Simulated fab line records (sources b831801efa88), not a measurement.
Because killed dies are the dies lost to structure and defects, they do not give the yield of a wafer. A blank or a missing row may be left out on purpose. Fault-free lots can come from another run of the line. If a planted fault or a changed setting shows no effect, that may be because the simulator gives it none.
What tool caused it?	flow gf180mcu	33 wafers from 11 lots sampled at 6 of the route's 602 steps

WHAT THE GAUGES READ, wafer by wafer
GF_CONTACT_THK_MEAS_03. Usual: CONTACT_CVD_02_THK typically reads 863 nm, with standard deviation 10.
lot	measured	on	CONTACT_CVD_02_THK (nm)	flag
L392	day 15 02:54	filmMetro-02	848 849 868	
L395	day 16 03:19	filmMetro-01	870 862 870	
L398	day 17 10:40	filmMetro-01	851 846 864	
L401	day 18 12:13	filmMetro-04	856 865 862	
L403	day 19 03:33	filmMetro-02	859 871 877	
L406	day 20 06:46	filmMetro-02	857 872 873	
L407	day 20 10:47	filmMetro-04	854 870 871	
L412	day 21 21:49	filmMetro-04	855 857 861	
L413	day 22 06:59	filmMetro-01	850 859 848	
L414	day 22 16:25	filmMetro-04	850 864 874	
L415	day 22 21:11	filmMetro-01	874 866 871	

GF_CONTACT_CD_MEAS_14: target cd 220 nm. Usual: cdNm at 219.8 nm, with a standard deviation of 1.4.
lot	measured	on	cdNm (nm)	flag
L392	day 16 00:44	cdSem-02	221.6 222.1 222.9	
L395	day 17 01:01	cdSem-01	220.4 219.9 219.7	
L398	day 18 10:20	cdSem-01	220.7 219.8 222.0	
L401	day 19 13:25	cdSem-02	219.3 218.7 220.5	
L403	day 20 04:58	cdSem-02	219.9 218.1 219.9	
L406	day 21 08:28	cdSem-01	220.3 218.8 219.0	
L407	day 21 12:02	cdSem-02	221.1 222.9 221.1	
L412	day 22 21:45	cdSem-01	219.6 222.9 221.2	
L413	day 23 06:48	cdSem-01	217.6 219.0 217.8	
L414	day 23 15:50	cdSem-01	220.1 218.9 219.7	
L415	day 23 20:14	cdSem-02	219.6 219.7 217.8	

GF_CONTACT_RS_MEAS_25: the measuring method here is four-point-probe. Usual: CONTACT_W_RS typically reads 0.382 ohm/sq, with standard deviation 0.0053.
lot	measured	on	CONTACT_W_RS (ohm/sq)	flag
L392	day 16 01:33	filmMetro-01	0.382 0.383 0.386	
L395	day 17 01:49	filmMetro-01	0.371 0.374 0.384	
L398	day 18 11:13	filmMetro-04	0.382 0.379 0.375	
L401	day 19 14:13	filmMetro-02	0.387 0.382 0.383	
L403	day 20 05:47	filmMetro-04	0.387 0.388 0.385	
L406	day 21 09:17	filmMetro-02	0.473 0.380 0.470 0.474 0.380 0.470	OFF
L407	day 21 12:51	filmMetro-02	0.377 0.382 0.474 0.378 0.381 0.474	OFF
L412	day 22 22:34	filmMetro-01	0.381 0.384 0.383	
L413	day 23 07:37	filmMetro-01	0.383 0.384 0.381	
L414	day 23 16:39	filmMetro-01	0.388 0.386 0.386	
L415	day 23 21:03	filmMetro-02	0.382 0.381 0.375	

GF_CONTACT_THK_MEAS_26: measures by xrf. Usual: CONTACT_W_THK typically reads 309 nm, with standard deviation 4.6.
lot	measured	on	CONTACT_W_THK (nm)	flag
L392	day 16 01:40	filmMetro-01	307 305 302	
L395	day 17 01:56	filmMetro-01	320 319 308	
L398	day 18 11:20	filmMetro-04	307 308 311	
L401	day 19 14:20	filmMetro-02	305 309 308	
L403	day 20 05:53	filmMetro-04	303 305 304	
L406	day 21 13:05	filmMetro-02	250 312 251 249 309 254	OFF
L407	day 21 18:21	filmMetro-02	313 310 249 314 311 250	OFF
L412	day 22 22:41	filmMetro-01	310 309 310	
L413	day 23 07:43	filmMetro-01	309 308 313	
L414	day 23 16:46	filmMetro-01	306 307 307	
L415	day 23 21:08	filmMetro-02	308 308 315	

WHAT TOOL EACH LOT RAN ON (gives the tool, then ch and the chambers of the sampled wafers, and finally the start)
lot	GF_SAB_STRIP_13	GF_CONTACT_CVD_24
L392	plasmaAsher-04 ch 0,1, day 15 02:00	cvdW-01 ch 0,1, day 16 01:27
L395	plasmaAsher-04 ch 0, day 16 02:23	cvdW-02 ch 0,1, day 17 01:42
L398	plasmaAsher-03 ch 0,1, day 17 09:46	cvdW-02 ch 0,1, day 18 11:07
L401	plasmaAsher-03 ch 0,1, day 18 11:19	cvdW-01 ch 1, day 19 14:06
L403	plasmaAsher-04 ch 0,1, day 19 02:41	cvdW-01 ch 0,1, day 20 05:41
L406	plasmaAsher-04 ch 0,1, day 20 05:52	cvdW-02 ch 0,1, day 21 09:10
L407	plasmaAsher-02 ch 0,1, day 20 09:53	cvdW-02 ch 0,1, day 21 12:45
L412	plasmaAsher-03 ch 0,1, day 21 20:53	cvdW-01 ch 0,1, day 22 22:27
L413	plasmaAsher-03 ch 0,1, day 22 06:05	cvdW-01 ch 0,1, day 23 07:29
L414	plasmaAsher-02 ch 0,1, day 22 15:29	cvdW-01 ch 0,1, day 23 16:33
L415	plasmaAsher-02 ch 0,1, day 22 20:17	cvdW-01 ch 0,1, day 23 20:55
- GF_SAB_STRIP_13: strips in O2/N2.
- GF_CONTACT_CVD_24: deposits W, target thk 300 nm, time 90.339 s.

WHAT THE TOOLS THEMSELVES READ (means of the sampled wafers that have a number; where no wafer has one, the mark that the record gives instead)
GF_SAB_STRIP_13. Usual: drypumpMotorCurrentA 6.0 A, standard deviation 0.34; heaterPowerW 330 W, standard deviation 22; oesProductAu 0.709 a.u., standard deviation 0.0047; stripTimeToEndpointS 12.60 s, standard deviation 0.035.
lot	tool	drypumpMotorCurrentA (A)	heaterPowerW (W)	oesProductAu (a.u.)	stripTimeToEndpointS (s)	flag
L392	plasmaAsher-04	6.2	347	0.705	12.55	
L395	plasmaAsher-04	6.3	347	0.710	12.58	
L398	plasmaAsher-03	5.9	304	0.706	12.60	
L401	plasmaAsher-03	5.9	309	0.710	12.56	
L403	plasmaAsher-04	6.1	344	0.704	12.57	
L406	plasmaAsher-04	6.1	340	0.708	12.60	
L407	plasmaAsher-02	6.2	347	0.712	12.65	
L412	plasmaAsher-03	5.9	309	0.710	12.63	
L413	plasmaAsher-03	5.8	315	0.707	12.58	
L414	plasmaAsher-02	6.2	342	0.710	12.66	
L415	plasmaAsher-02	5.8	331	0.709	12.63	

GF_CONTACT_CVD_24. Usual: heaterPowerOuterW 498 W, standard deviation 19; heaterPowerW 825 W, standard deviation 28; susceptorTempC 400.00 C, standard deviation 0.24.
lot	tool	heaterPowerOuterW (W)	heaterPowerW (W)	susceptorTempC (C)	flag
L392	cvdW-01	494	832	400.00	
L395	cvdW-02	537	874	400.10	
L398	cvdW-02	514	819	400.09	
L401	cvdW-01	498	819	399.97	
L403	cvdW-01	499	823	399.83	
L406	cvdW-02	457	772	392.38	OFF
L407	cvdW-02	501	811	395.85	OFF
L412	cvdW-01	488	821	400.18	
L413	cvdW-01	504	818	399.71	
L414	cvdW-01	495	815	399.91	
L415	cvdW-01	500	819	400.12	

THE ANSWER, worked out from the rows above alone
Rule: a lot counts as off when the mean over its wafers that have a number is more than 3 standard deviations away from the usual mean. Also off: a lot with no number at a reading for which 4 or more lots have one. Where the step has rows for the other lots, those lots are counted as sound. Order of review: gauges by route order, followed by the tools' own readings, for which a lot's mean as printed above is used. The first step at which some lot is off is used, and at that step the reading that is off furthest; a lot without a number counts as furthest.
Off: L406, L407, at GF_CONTACT_RS_MEAS_25 (CONTACT_W_RS).
A tool fits if, at a process step before that reading, it ran every lot that is off, and no sound lot after the first of them. Not tried: the gauges at GF_CONTACT_RS_MEAS_25; whatever is off there is also off at GF_CONTACT_CVD_24, on other tools, and gauge error can't account for it. One fits: GF_CONTACT_CVD_24 on cvdW-02. A fault onset in the window from L398 (day 18 11:07, its last sound lot) to L406 (day 21 09:10, its first lot off) fits.
On the lots that are off, the tool's own readings at GF_CONTACT_CVD_24 differ by more than 5 times the standard deviation of the sound lots' means, which bears it out; susceptorTempC reads 394.12 C there versus 399.99 C on the sound lots.

WHAT HAD BEEN PUT IN BY THE SIMULATOR
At GF_CONTACT_CVD_24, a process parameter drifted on cvdW-02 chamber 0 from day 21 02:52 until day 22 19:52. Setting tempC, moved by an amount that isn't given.
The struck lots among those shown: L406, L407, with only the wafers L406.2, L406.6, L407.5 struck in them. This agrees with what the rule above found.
